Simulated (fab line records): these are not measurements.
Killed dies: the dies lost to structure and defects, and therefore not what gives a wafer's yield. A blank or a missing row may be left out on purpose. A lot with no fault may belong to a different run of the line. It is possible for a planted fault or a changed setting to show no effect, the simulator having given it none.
Chamber matching    flow gf180mcu    cmp-01 running GF_V5_CMP_26: 4 sister chambers
The step polishes, stops on SiO2, t overpolish 15 s, target thk 0 nm. 8 wafers are shown with their chamber, then 8 later ones without.

WAFERS, EACH WITH ITS CHAMBER
wafer   chamber  motor current A (A)  retaining ring pressure frac
L076.1  2        10.3                 1.000
L076.3  0        10.4                 1.005
L078.5  0        10.2                 1.004
L079.5  1        10.4                 0.988
L083.1  3        12.0                 0.996
L083.3  2        9.4                  1.003
L083.6  1        9.9                  0.996
L085.1  3        12.0                 1.005

WAFERS MISSING THEIR CHAMBER
wafer   motor current A (A)  retaining ring pressure frac
L085.2  10.1                 0.997
L085.6  11.7                 1.002
L093.1  12.2                 0.997
L093.2  10.5                 1.001
L093.6  12.0                 1.000
L097.1  10.2                 0.998
L097.4  10.9                 1.003
L097.6  10.1                 0.997

THE CHAMBER EACH PASSED THROUGH
wafer   from the rows above                in truth
L085.2  can't be placed: 1 or 2 or 0       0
L085.6  3                                  3
L093.1  3                                  3
L093.2  can't be placed: 0 or 2 or 1       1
L093.6  3                                  3
L097.1  can't be placed: 2 or 1 or 0       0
L097.4  can't be placed: 0 or 2 or 3 or 1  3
L097.6  can't be placed: 1 or 2 or 0       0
3 of 8 placed correctly. From these rows, 5 cannot be placed; in 5 the true chamber is one of the candidates. Number placed wrongly: 0.
How it was worked out, from the rows above alone: a wafer's distance from a chamber is the root of the sum, over the readings, of the square of ((its reading less the chamber's mean) divided by the reading's scatter). If the next closest chamber is less than 2 further off than the closest, the wafer can't be placed; otherwise it belongs to the closest. A chamber's mean is the mean of its shown wafers. The scatter: take each reading less its chamber's mean, square it, sum over the shown wafers, divide by the number of wafers less the number of chambers, and take the root.
